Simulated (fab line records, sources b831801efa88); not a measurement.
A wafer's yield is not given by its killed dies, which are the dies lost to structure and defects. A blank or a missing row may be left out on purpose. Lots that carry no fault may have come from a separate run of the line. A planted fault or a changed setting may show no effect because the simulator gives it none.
fab line records	flow sky130
[record] lots = 15	wafers = 45	last_day = 50
route steps=708 shown SD_N@354 LI_CONTACT@364 LOCAL_INTERCONNECT@389 METAL1@437 PAD_OPEN@708
lots with no fault: from the same line, run without faults
start_h: hours from the record's first day to the start of the lot's first wafer shown	wait_h: time in hours since the lot's previous step	" repeats the value in the row above	L1.1+2: one row covering several wafers at once	- no value, or no start given	* or withheld: withheld	< > ~ a bound
route shown NAME@n: a module of which the file shows steps, and the number in the route of the first	usual: mean/standard deviation taken from wafers without a fault	same: alike in all rows	chamber/n: place in a boat	sites: each site's reading	_std_site: standard deviation across them	_edge_site: mean of outer sites minus mean of inner sites	radius_mm: for every site, how far away it sits from the centre of the wafer	mask NAME#n: copy n	behind: tool/chamber where the wafer was last shaped	hold: why the lot was held/for how many hours/how that ended	device: transistor that didn't switch, given as n, p or np	end of line: tests run on the same wafers once the route is complete	where a step has no rows: the recipe by itself	killed: dies that structure and defects cost at the first sort, which is not the same as the wafer's yield	map: a wafer's dies, marking killed ones x, the rest . and places with no die _
set.NAME: the setting as run; set.NAME@STEP: as run at that earlier step	model.NAME: the simulator's own value behind a step, which no gauge read
steps of the route over a sample of lots; a table a step, a row a wafer
services: when a tool's chamber went out of use (start_h, in hours from the record's first day, below 0 if earlier), for how many hours, and the reason
[[steps]]
[step SKY_SD_N_TW_MEAS_12]
[usual] SD_N_TW = 4010/45
lot.wafer	tool	chamber	start_h	wait_h	SD_N_TW
L202.1	film_metro-01	-	651.10	0.1	3978
L202.3	"	-	"	"	3983
L202.6	"	-	"	"	4002
L203.1	film_metro-01	-	655.72	0.1	4024
L203.4	"	-	"	"	4030
L203.6	"	-	"	"	4015
L204.1	film_metro-02	-	668.51	0.1	3932
L204.3	"	-	"	"	3930
L204.4	"	-	"	"	3924
L205.1	film_metro-01	-	676.70	0.1	4022
L205.2	"	-	"	"	4052
L205.5	"	-	"	"	4024
L209.1	film_metro-04	-	712.25	0.1	4045
L209.3	"	-	"	"	4033
L209.6	"	-	"	"	4043
L210.2	film_metro-02	-	717.46	0.1	3941
L210.5	"	-	"	"	3925
L210.6	"	-	"	"	3939
L211.1	film_metro-04	-	725.37	0.1	4059
L211.2	"	-	"	"	4072
L211.5	"	-	"	"	4067
L212.2	film_metro-02	-	730.96	0.1	3957
L212.4	"	-	"	"	3963
L212.5	"	-	"	"	3950
L218.2	film_metro-01	-	781.83	0.1	4012
L218.3	"	-	"	"	4007
L218.6	"	-	"	"	4027
L219.1	film_metro-01	-	796.57	0.1	3987
L219.2	"	-	"	"	4019
L219.6	"	-	"	"	4017
L220.2	film_metro-04	-	797.68	0.1	4058
L220.4	"	-	"	"	4034
L220.5	"	-	"	"	4057
L222.3	film_metro-01	-	803.74	0.1	3990
L222.5	"	-	"	"	3997
L222.6	"	-	"	"	4026
L223.1	film_metro-02	-	814.20	0.1	3901
L223.4	"	-	"	"	3931
L223.6	"	-	"	"	3927
L224.1	film_metro-01	-	819.72	0.1	3996
L224.3	"	-	"	"	3999
L224.6	"	-	"	"	4005
L225.2	film_metro-04	-	830.51	0.1	4051
L225.3	"	-	"	"	4058
L225.4	"	-	"	"	4078
[step SKY_LI_CONTACT_CMP_02]
[recipe] material = PSG	down_force_psi = 4	platen_rpm = 60	pad_velocity_m_s = 0.94248
[usual] motor_current_A = 12.5/1.1	time_to_endpoint_s = 31.7/2.2
lot.wafer	tool	chamber	start_h	wait_h	motor_current_A	time_to_endpoint_s
L202.1	cmp-01	3	651.94	0.1	14.0	32.8
L202.3	"	2	"	"	11.4	29.6
L202.6	"	3	"	"	13.4	31.0
L203.1	cmp-01	2	656.57	0.1	11.6	29.1
L203.4	"	0	"	"	12.3	28.1
L203.6	"	2	"	"	12.3	30.3
L204.1	cmp-02	0	669.38	0.1	13.1	29.0
L204.3	"	1	"	"	14.4	31.3
L204.4	"	2	"	"	9.9	29.0
L205.1	cmp-02	1	677.52	0.1	13.3	34.6
L205.2	"	3	"	"	12.4	29.2
L205.5	"	2	"	"	9.9	29.1
L209.3	cmp-01	1	713.07	0.0	12.0	29.2
L209.1	"	0	"	"	11.8	32.3
L209.6	"	2	"	"	11.7	31.4
L210.2	cmp-01	2	718.42	0.2	11.6	28.7
L210.6	"	3	"	"	13.9	32.4
L210.5	"	0	"	"	12.3	28.8
L211.2	cmp-01	2	726.25	0.1	11.9	30.4
L211.1	"	0	"	"	12.4	32.1
L211.5	"	2	"	"	12.1	30.0
L212.2	cmp-02	3	731.87	0.1	12.3	33.0
L212.4	"	0	"	"	13.6	30.8
L212.5	"	2	"	"	10.5	32.6
L218.2	cmp-02	1	782.75	0.1	13.6	31.0
L218.3	"	2	"	"	10.2	29.2
L218.6	"	0	"	"	12.7	29.5
L219.1	cmp-01	0	797.40	0.1	12.7	32.9
L219.2	"	1	"	"	12.7	33.1
L219.6	"	1	"	"	12.4	33.5
L220.2	cmp-02	3	798.50	0.0	11.9	33.2
L220.4	"	0	"	"	12.7	31.4
L220.5	"	3	"	"	11.9	33.9
L222.3	cmp-01	2	804.60	0.1	11.0	31.1
L222.6	"	1	"	"	12.9	31.8
L222.5	"	2	"	"	11.8	31.7
L223.4	cmp-02	3	815.03	0.0	12.3	33.9
L223.1	"	0	"	"	13.1	30.5
L223.6	"	0	"	"	13.2	30.6
L224.1	cmp-01	3	820.60	0.1	14.1	36.1
L224.3	"	1	"	"	11.7	35.8
L224.6	"	3	"	"	13.7	32.0
L225.2	cmp-01	2	831.41	0.1	12.3	29.0
L225.4	"	3	"	"	13.0	31.3
L225.3	"	0	"	"	12.3	28.8
[step SKY_LOCAL_INTERCONNECT_THK_MEAS_02]
[recipe] thk_meas_gauge = xrf	reads = TiN_of_LOCAL_INTERCONNECT_SPUTTER_00
[usual] LOCAL_INTERCONNECT_TIN_THK = 101.6/0.95
lot.wafer	tool	chamber	start_h	wait_h	LOCAL_INTERCONNECT_TIN_THK[nm]
L202.1	film_metro-03	-	682.35	0.1	101.1
L202.3	"	-	"	"	103.3
L202.6	"	-	"	"	101.8
L203.1	film_metro-03	-	687.40	0.1	101.2
L203.4	"	-	"	"	101.6
L203.6	"	-	"	"	101.6
L204.1	film_metro-01	-	699.45	0.1	101.0
L204.3	"	-	"	"	102.2
L204.4	"	-	"	"	101.0
L205.1	film_metro-03	-	708.80	0.1	102.8
L205.2	"	-	"	"	102.4
L205.5	"	-	"	"	102.9
L209.1	film_metro-03	-	742.87	0.1	102.2
L209.3	"	-	"	"	103.7
L209.6	"	-	"	"	103.5
L210.2	film_metro-03	-	747.63	0.1	102.7
L210.5	"	-	"	"	102.2
L210.6	"	-	"	"	101.7
L211.1	film_metro-03	-	755.35	0.1	100.2
L211.2	"	-	"	"	101.6
L211.5	"	-	"	"	100.8
L212.2	film_metro-03	-	760.86	0.1	101.7
L212.4	"	-	"	"	100.9
L212.5	"	-	"	"	101.3
L218.2	film_metro-03	-	810.48	0.1	100.9
L218.3	"	-	"	"	102.1
L218.6	"	-	"	"	101.1
L219.1	film_metro-03	-	825.26	0.1	99.9
L219.2	"	-	"	"	100.5
L219.6	"	-	"	"	101.2
L220.2	film_metro-04	-	826.22	0.1	100.7
L220.4	"	-	"	"	102.1
L220.5	"	-	"	"	102.0
L222.3	film_metro-01	-	832.77	0.1	100.6
L222.5	"	-	"	"	100.9
L222.6	"	-	"	"	99.9
L223.1	film_metro-03	-	842.17	0.1	100.3
L223.4	"	-	"	"	101.6
L223.6	"	-	"	"	100.9
L224.1	film_metro-03	-	849.65	0.1	103.0
L224.3	"	-	"	"	103.8
L224.6	"	-	"	"	102.4
L225.2	film_metro-03	-	859.41	0.1	101.4
L225.3	"	-	"	"	101.4
L225.4	"	-	"	"	100.9
[step SKY_METAL1_SPUTTER_03]
[recipe] material = Ti	target_thk_nm = 5	power_w = 3000	time_s = 3.3	chamber_pressure_pa = 0.4
[usual] cathode_dc_power_W = 3000.0/0.58	chamber_pressure_pa = 0.3998/0.001	throttle_valve_pct = 30.0/0.88
lot.wafer	tool	chamber	start_h	wait_h	cathode_dc_power_W	chamber_pressure_pa	throttle_valve_pct
L202.1	pvd_sputter-01	-	740.57	0.0	3000.3	0.3990	30.2
L202.3	"	-	"	"	2999.9	0.3990	29.3
L202.6	"	-	"	"	2999.7	0.3996	29.3
L203.1	pvd_sputter-03	-	746.25	0.0	2999.5	0.4004	29.9
L203.4	"	-	"	"	2999.7	0.4012	29.7
L203.6	"	-	"	"	2999.7	0.3997	30.0
L204.1	pvd_sputter-02	-	759.61	0.0	2999.8	0.4010	29.2
L204.3	"	-	"	"	3000.0	0.3998	29.6
L204.4	"	-	"	"	2999.9	0.3995	31.9
L205.1	pvd_sputter-01	-	767.19	0.0	2999.8	0.4002	30.7
L205.2	"	-	"	"	3000.6	0.4012	29.1
L205.5	"	-	"	"	2999.9	0.4010	29.3
L209.1	pvd_sputter-03	-	799.32	0.0	-	-	-
L209.3	"	-	"	"	-	-	-
L209.6	"	-	"	"	-	-	-
L210.2	pvd_sputter-03	-	805.29	0.0	-	-	-
L210.5	"	-	"	"	-	-	-
L210.6	"	-	"	"	-	-	-
L211.1	pvd_sputter-03	-	811.80	0.0	-	-	-
L211.2	"	-	"	"	-	-	-
L211.5	"	-	"	"	-	-	-
L212.2	pvd_sputter-02	-	817.62	0.0	3000.0	0.4003	31.9
L212.4	"	-	"	"	2999.4	0.3995	29.6
L212.5	"	-	"	"	3000.5	0.3996	29.3
L218.2	pvd_sputter-01	-	865.91	0.0	2999.9	0.3992	29.5
L218.3	"	-	"	"	3001.3	0.3990	30.6
L218.6	"	-	"	"	2998.8	0.3992	30.3
L219.1	pvd_sputter-01	-	879.48	0.0	2999.7	0.4000	30.4
L219.2	"	-	"	"	3000.0	0.3986	29.1
L219.6	"	-	"	"	2999.8	0.3993	30.6
L220.2	pvd_sputter-02	-	881.32	0.0	2999.1	0.4012	31.9
L220.4	"	-	"	"	2999.7	0.4003	30.6
L220.5	"	-	"	"	2999.3	0.3988	29.6
L222.3	pvd_sputter-02	-	888.21	0.0	3000.4	0.3994	29.5
L222.5	"	-	"	"	3000.1	0.3995	29.1
L222.6	"	-	"	"	3000.3	0.4007	32.0
L223.1	pvd_sputter-01	-	897.08	0.0	2999.9	0.3992	30.3
L223.4	"	-	"	"	3000.2	0.3995	30.4
L223.6	"	-	"	"	2999.5	0.3999	29.2
L224.1	pvd_sputter-03	-	904.73	0.0	3000.4	0.3995	30.0
L224.3	"	-	"	"	3000.3	0.4007	29.6
L224.6	"	-	"	"	3000.6	0.3978	30.0
L225.2	pvd_sputter-03	-	914.28	0.0	2999.2	0.3995	30.0
L225.3	"	-	"	"	3000.0	0.3997	28.3
L225.4	"	-	"	"	2999.3	0.3992	29.9
[step SKY_PAD_OPEN_PROBE_99]
[usual] defect_limited_yield = 82.1/1.8	killed_at_M0_to_M3 = 44/6.2	killed_at_M4_up = 3.3/1.7	killed_at_contacts = 24/4.9	killed_at_front_end = 16/5	killed_at_other = 0.3/0.48	killed_dies = 88/9	killed_open = 48/7	killed_short = 39/6.1	sort_bin_3_pad_short = 0.9/0.46	sort_bin_5_function = 10.6/1.4	sort_bin_6_memory = 6.4/1.1	sort_n_pass = 404/9	sort_yield_pct = 82.1/1.8
[same] gross_dies = 492	killed_at_back_side = 0	sort_bin_4_leakage[%] = 0	sort_bin_8_speed[%] = 0
lot.wafer	tool	chamber	start_h	wait_h	defect_limited_yield[%]	killed_at_M0_to_M3	killed_at_M4_up	killed_at_contacts	killed_at_front_end	killed_at_other	killed_dies	killed_open	killed_short	sort_bin_3_pad_short[%]	sort_bin_5_function[%]	sort_bin_6_memory[%]	sort_n_pass	sort_yield_pct[%]
L209.1	prober-02	-	1118.32	0.1	80.3	39	2	31	23	2	97	52	45	1.0	12.6	6.1	395	80.3
L209.3	prober-02	-	1118.42	0.2	80.7	46	3	34	11	1	95	60	34	0.4	11.6	7.3	397	80.7
L209.6	prober-02	-	1118.57	0.2	81.7	42	3	28	17	0	90	53	37	0.8	10.2	7.3	402	81.7
L210.2	prober-01	-	1130.02	0.1	81.1	51	3	20	19	0	93	49	43	1.2	10.6	7.1	399	81.1
L210.5	prober-01	-	1130.17	0.2	82.5	43	5	23	15	0	86	45	41	1.0	11.2	5.3	406	82.5
L210.6	prober-01	-	1130.22	0.2	83.5	52	2	16	11	0	81	43	37	0.4	9.8	6.3	411	83.5
L211.1	prober-02	-	1133.26	0.1	82.9	45	2	21	15	1	84	52	32	0.4	11.6	5.1	408	82.9
L211.2	prober-02	-	1133.31	0.1	81.7	43	6	22	19	0	90	43	45	0	10.2	8.1	402	81.7
L211.5	prober-02	-	1133.46	0.2	83.5	39	2	21	18	1	81	47	32	1.4	10.0	5.1	411	83.5
L212.2	prober-01	-	1133.74	0.1	83.1	36	4	29	13	1	83	44	39	1.0	8.5	7.3	409	83.1
L212.4	prober-01	-	1133.84	0.2	81.7	43	4	26	16	1	90	45	42	0.8	9.8	7.7	402	81.7
L212.5	prober-01	-	1133.89	0.2	81.3	50	4	24	14	0	92	40	50	1.2	10.8	6.7	400	81.3
L218.2	prober-01	-	1171.58	0.1	83.9	40	4	18	16	1	79	44	35	1.0	8.7	6.3	413	83.9
L218.3	prober-01	-	1171.63	0.2	83.9	35	2	22	20	0	79	44	34	0.6	9.6	5.9	413	83.9
L218.6	prober-01	-	1171.78	0.2	80.1	50	3	24	21	0	98	52	45	1.2	12.4	6.3	394	80.1
L219.1	prober-02	-	1186.37	0.1	83.1	44	4	15	19	1	83	42	41	0.6	9.8	6.5	409	83.1
L219.2	prober-02	-	1186.42	0.1	82.5	42	4	27	13	0	86	48	36	1.0	10.2	6.3	406	82.5
L220.4	prober-01	-	1187.42	0.2	81.7	48	4	22	16	0	90	45	45	0.4	11.2	6.7	402	81.7
L222.3	prober-01	-	1189.13	0.2	79.3	51	1	33	16	1	102	56	46	1.0	11.6	8.1	390	79.3
L222.5	prober-01	-	1189.23	0.2	82.9	49	6	19	10	0	84	46	38	1.4	10.4	5.3	408	82.9
L222.6	prober-01	-	1189.28	0.2	80.9	47	4	23	20	0	94	55	37	0.6	11.2	7.3	398	80.9
L223.1	prober-02	-	1189.82	0.1	82.1	45	5	25	12	1	88	50	37	0.8	10.6	6.5	404	82.1
L223.4	prober-02	-	1189.97	0.2	81.5	48	2	26	15	0	91	48	43	1.0	9.3	8.1	401	81.5
L223.6	prober-02	-	1190.07	0.2	81.1	49	5	24	15	0	93	46	47	2.0	10.2	6.7	399	81.1
L224.1	prober-01	-	1197.19	0.1	80.7	51	1	29	14	0	95	48	46	1.2	11.4	6.7	397	80.7
L224.3	prober-01	-	1197.29	0.2	82.3	39	6	33	9	0	87	46	41	0.8	10.2	6.7	405	82.3
L224.6	prober-01	-	1197.44	0.2	81.3	40	4	30	18	0	92	47	45	1.4	10.4	6.9	400	81.3
L225.2	prober-02	-	1204.01	0.1	82.3	43	3	26	15	0	87	58	29	0.8	10.8	6.1	405	82.3
// killed by level:class
L209.1 CONTACT:geometric_particle:open=18 VIA1:geometric_particle:open=14 LOCAL_INTERCONNECT:geometric_particle:short=8 FIELD_ISO:geometric_particle:short=6 VIA3:geometric_particle:open=6 POLY_GATE:geometric_particle:short=4 SPACER:geometric_particle:short=4 CONTACT:geometric_particle:short=4
L209.3 VIA1:geometric_particle:open=15 CONTACT:geometric_particle:open=10 CONTACT:geometric_particle:short=9 VIA2:geometric_particle:open=9 LI_CONTACT:geometric_particle:open=7 VIA3:geometric_particle:open=7 FIELD_ISO:geometric_particle:short=4 LOCAL_INTERCONNECT:geometric_particle:short=3
L209.6 CONTACT:geometric_particle:open=14 VIA1:geometric_particle:open=10 VIA2:geometric_particle:open=8 LI_CONTACT:geometric_particle:open=7 VIA3:geometric_particle:open=6 METAL3:geometric_particle:short=6 CONTACT:geometric_particle:short=5 FIELD_ISO:geometric_particle:short=4
L210.2 VIA1:geometric_particle:open=9 CONTACT:geometric_particle:open=8 POLY_GATE:geometric_particle:open=7 METAL1:geometric_particle:short=6 LI_CONTACT:geometric_particle:open=6 VIA1:geometric_particle:short=6 VIA3:geometric_particle:open=6 VIA3:geometric_particle:short=6
L210.5 CONTACT:geometric_particle:open=10 VIA1:geometric_particle:open=9 VIA2:geometric_particle:open=6 METAL1:geometric_particle:short=6 POLY_GATE:geometric_particle:short=5 LI_CONTACT:geometric_particle:open=5 FIELD_ISO:geometric_particle:open=4 POLY_GATE:geometric_particle:open=4
L210.6 VIA1:geometric_particle:short=10 VIA1:geometric_particle:open=10 VIA3:geometric_particle:open=7 VIA2:geometric_particle:open=6 LI_CONTACT:geometric_particle:open=5 METAL2:geometric_particle:short=5 FIELD_ISO:geometric_particle:open=4 VIA2:geometric_particle:short=4
L211.1 VIA1:geometric_particle:open=11 CONTACT:geometric_particle:open=11 VIA2:geometric_particle:open=9 VIA3:geometric_particle:open=7 LI_CONTACT:geometric_particle:open=6 VIA2:geometric_particle:short=5 FIELD_ISO:geometric_particle:short=4 POLY_GATE:geometric_particle:short=3
L211.2 CONTACT:geometric_particle:open=9 VIA2:geometric_particle:open=9 VIA1:geometric_particle:open=7 CONTACT:geometric_particle:short=5 METAL2:geometric_particle:short=5 METAL4:geometric_particle:short=5 FIELD_ISO:geometric_particle:short=4 POLY_GATE:geometric_particle:short=4
L211.5 VIA1:geometric_particle:open=15 FIELD_ISO:geometric_particle:open=6 LI_CONTACT:geometric_particle:open=6 CONTACT:geometric_particle:open=6 METAL1:geometric_particle:short=5 VIA2:geometric_particle:open=5 FIELD_ISO:geometric_particle:short=4 LOCAL_INTERCONNECT:geometric_particle:short=4
L212.2 LI_CONTACT:geometric_particle:open=9 CONTACT:geometric_particle:open=8 VIA2:geometric_particle:open=6 VIA1:geometric_particle:open=5 METAL2:geometric_particle:short=5 METAL1:geometric_particle:short=5 VIA1:geometric_particle:short=5 LOCAL_INTERCONNECT:geometric_particle:short=4
L212.4 VIA1:geometric_particle:open=13 CONTACT:geometric_particle:open=10 LI_CONTACT:geometric_particle:open=8 METAL2:geometric_particle:short=7 METAL1:geometric_particle:short=5 METAL3:geometric_particle:short=5 POLY_GATE:geometric_particle:short=4 CONTACT:geometric_particle:short=4
L212.5 METAL1:geometric_particle:short=12 METAL2:geometric_particle:short=11 LI_CONTACT:geometric_particle:open=10 VIA1:geometric_particle:open=6 POLY_GATE:geometric_particle:short=4 CONTACT:geometric_particle:open=4 VIA2:geometric_particle:open=4 VIA2:geometric_particle:short=4
L218.2 VIA1:geometric_particle:open=12 CONTACT:geometric_particle:open=9 METAL2:geometric_particle:short=6 FIELD_ISO:geometric_particle:short=4 POLY_GATE:geometric_particle:short=4 LI_CONTACT:geometric_particle:open=4 METAL1:geometric_particle:short=4 VIA3:geometric_particle:open=4
L218.3 CONTACT:geometric_particle:open=12 LI_CONTACT:geometric_particle:open=7 POLY_GATE:geometric_particle:short=7 VIA1:geometric_particle:open=7 VIA3:geometric_particle:short=6 METAL2:geometric_particle:short=5 VIA3:geometric_particle:open=5 FIELD_ISO:geometric_particle:open=4
L218.6 METAL1:geometric_particle:short=12 CONTACT:geometric_particle:open=12 VIA1:geometric_particle:open=9 VIA2:geometric_particle:open=8 FIELD_ISO:geometric_particle:short=7 METAL2:geometric_particle:short=7 LI_CONTACT:geometric_particle:open=6 VIA3:geometric_particle:open=5
L219.1 VIA1:geometric_particle:open=14 FIELD_ISO:geometric_particle:short=8 CONTACT:geometric_particle:open=7 METAL1:geometric_particle:short=6 VIA1:geometric_particle:short=6 VIA3:geometric_particle:open=4 METAL2:geometric_particle:short=4 VIA2:geometric_particle:open=4
L219.2 VIA1:geometric_particle:open=10 CONTACT:geometric_particle:open=10 VIA3:geometric_particle:open=10 METAL1:geometric_particle:short=6 LI_CONTACT:geometric_particle:open=4 LOCAL_INTERCONNECT:geometric_particle:short=4 CONTACT:geometric_particle:short=4 METAL4:geometric_particle:short=4
L220.4 VIA2:geometric_particle:open=12 METAL1:geometric_particle:short=9 VIA1:geometric_particle:open=7 CONTACT:geometric_particle:open=6 LI_CONTACT:geometric_particle:open=5 CONTACT:geometric_particle:short=5 FIELD_ISO:geometric_particle:short=4 POLY_GATE:geometric_particle:short=4
L222.3 VIA1:geometric_particle:open=13 FIELD_ISO:geometric_particle:open=11 CONTACT:geometric_particle:open=10 LI_CONTACT:geometric_particle:open=9 METAL1:geometric_particle:short=7 VIA1:geometric_particle:short=6 VIA3:geometric_particle:open=6 VIA3:geometric_particle:short=5
L222.5 VIA1:geometric_particle:open=14 CONTACT:geometric_particle:open=9 METAL1:geometric_particle:short=6 VIA3:geometric_particle:open=6 VIA1:geometric_particle:short=5 VIA2:geometric_particle:open=5 VIA3:geometric_particle:short=4 METAL4:geometric_particle:short=4
L222.6 VIA1:geometric_particle:open=15 CONTACT:geometric_particle:open=10 FIELD_ISO:geometric_particle:open=9 VIA2:geometric_particle:open=7 CONTACT:geometric_particle:short=6 VIA1:geometric_particle:short=6 METAL3:geometric_particle:short=4 VIA3:geometric_particle:open=4
L223.1 CONTACT:geometric_particle:open=11 VIA1:geometric_particle:open=8 LI_CONTACT:geometric_particle:open=6 VIA2:geometric_particle:open=6 VIA3:geometric_particle:open=6 METAL1:geometric_particle:short=5 VIA1:geometric_particle:short=5 METAL2:geometric_particle:short=5
L223.4 VIA1:geometric_particle:open=13 CONTACT:geometric_particle:open=12 METAL2:geometric_particle:short=9 METAL3:geometric_particle:short=6 LI_CONTACT:geometric_particle:short=5 POLY_GATE:geometric_particle:open=5 VIA1:geometric_particle:short=5 VIA2:geometric_particle:open=5
L223.6 VIA1:geometric_particle:open=10 VIA1:geometric_particle:short=9 LI_CONTACT:geometric_particle:open=7 VIA2:geometric_particle:open=7 CONTACT:geometric_particle:short=7 METAL2:geometric_particle:short=7 VIA3:geometric_particle:open=7 FIELD_ISO:geometric_particle:open=6
L224.1 VIA1:geometric_particle:open=21 CONTACT:geometric_particle:open=10 METAL1:geometric_particle:short=10 LI_CONTACT:geometric_particle:open=7 LOCAL_INTERCONNECT:geometric_particle:short=6 FIELD_ISO:geometric_particle:short=5 CONTACT:geometric_particle:short=5 METAL2:geometric_particle:short=5
L224.3 CONTACT:geometric_particle:open=12 VIA1:geometric_particle:open=10 CONTACT:geometric_particle:short=7 LI_CONTACT:geometric_particle:open=6 LI_CONTACT:geometric_particle:short=5 VIA3:geometric_particle:open=5 METAL2:geometric_particle:short=4 VIA2:geometric_particle:short=4
L224.6 LI_CONTACT:geometric_particle:open=10 CONTACT:geometric_particle:open=8 VIA3:geometric_particle:open=7 FIELD_ISO:geometric_particle:short=6 VIA1:geometric_particle:open=6 VIA1:geometric_particle:short=5 LOCAL_INTERCONNECT:geometric_particle:short=5 VIA3:geometric_particle:short=5
L225.2 CONTACT:geometric_particle:open=13 VIA1:geometric_particle:open=12 VIA2:geometric_particle:open=9 LI_CONTACT:geometric_particle:open=6 POLY_GATE:geometric_particle:open=5 FIELD_ISO:geometric_particle:short=4 VIA3:geometric_particle:open=4 METAL2:geometric_particle:short=4
[[services]]
tool	chamber	start_h	hours	kind
cmp-02	-	644.44	1.9	repair
cmp-02	-	648.02	1.2	repair
cmp-01	-	657.61	2.8	repair
cmp-01	-	658.41	3.7	repair
cmp-01	-	676.02	1.6	repair
pvd_sputter-01	-	694.15	9.5	repair
cmp-01	-	726.77	2.1	repair
cmp-02	-	739.39	1.2	repair
cmp-02	-	740.82	0.4	repair
cmp-02	-	744.00	4.0	pm
cmp-02	-	748.00	-	consumable_replace:conditioner
cmp-02	-	748.00	-	consumable_replace:pad
cmp-02	-	751.46	6.3	pm
pvd_sputter-03	-	761.98	3.0	repair
cmp-01	-	762.72	8.1	pm
cmp-02	-	784.70	2.3	repair
cmp-02	-	788.88	1.8	repair
pvd_sputter-02	-	794.24	9.0	repair
pvd_sputter-01	-	803.65	39.1	repair
cmp-01	-	806.47	1.4	repair
cmp-01	-	843.55	3.4	repair
[[key]]
[first_sign] step = SKY_METAL1_SPUTTER_03	reading = tool_record	direction = missing
effect none on later readings
met_at SKY_METAL1_SPUTTER_03
struck_lots L209,L210,L211
not_acting_at SKY_SD_N_TW_MEAS_12,SKY_LI_CONTACT_CMP_02,SKY_LOCAL_INTERCONNECT_THK_MEAS_02
onset_between 746.25 799.32
[fault] kind = skipped_step_whole	tool = pvd_sputter-03	chamber = -	onset_h = 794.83	steps = SKY_METAL1_SPUTTER_03	scope = struck_lots_only
